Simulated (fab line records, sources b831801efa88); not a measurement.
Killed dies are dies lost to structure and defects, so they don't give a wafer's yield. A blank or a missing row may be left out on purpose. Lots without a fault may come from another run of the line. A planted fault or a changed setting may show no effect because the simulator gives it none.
Which tool did it? | flow sky130 | 6 lots, 18 wafers sampled, at 2 steps of a route of 708

WHAT THE GAUGES READ, wafer by wafer
SKY_VIA2_THK_MEAS_01.
lot  | measured     | on            | VIA2_HDPCVD_THK (nm)
L218 | day 35 15:15 | film_metro-02 | 1172 1175 1173
L221 | day 36 21:56 | film_metro-01 | 1178 1192 1180
L222 | day 37 07:53 | film_metro-02 | 1198 1194 1200
L233 | day 40 15:43 | film_metro-02 | 1199 1189 1209
L237 | day 41 14:36 | film_metro-04 | 1187 1194 1199
L239 | day 41 23:37 | film_metro-04 | 1184 1184 1188

WHICH TOOL RAN EACH LOT (tool, then ch and the chambers of the sampled wafers, then the start)
lot  | SKY_VIA2_HDPCVD_00
L218 | hdpcvd-02 ch 0,1, day 35 15:07
L221 | hdpcvd-01 ch 0,1,2, day 36 21:49
L222 | hdpcvd-02 ch 0,1, day 37 07:43
L233 | hdpcvd-01 ch 0,2, day 40 15:34
L237 | hdpcvd-02 ch 0,1,2, day 41 14:28
L239 | hdpcvd-02 ch 0,1,2, day 41 23:31
- SKY_VIA2_HDPCVD_00: deposits SiO2, target thk 1180 nm, time 196.7 s.

THE ANSWER, worked out from the rows above alone
Rule: what is usual is taken from the lots themselves. Put in order of their means at a reading, lots are off if they are a third of the lots or fewer, leave a main group of 4 or more, and stand apart from it by a gap of 3 or more times the standard deviation of the main group's means; of several such gaps the widest counts. A main group whose means are all the same, to the digits that the tables above print for the reading, isn't used. A lot without any number at a reading at which 4 lots or more have one is off too. The other lots that the step has rows for count as sound.
No lot is off at any reading shown: from this, nothing can be told.

WHAT THE SIMULATOR HAD PUT IN
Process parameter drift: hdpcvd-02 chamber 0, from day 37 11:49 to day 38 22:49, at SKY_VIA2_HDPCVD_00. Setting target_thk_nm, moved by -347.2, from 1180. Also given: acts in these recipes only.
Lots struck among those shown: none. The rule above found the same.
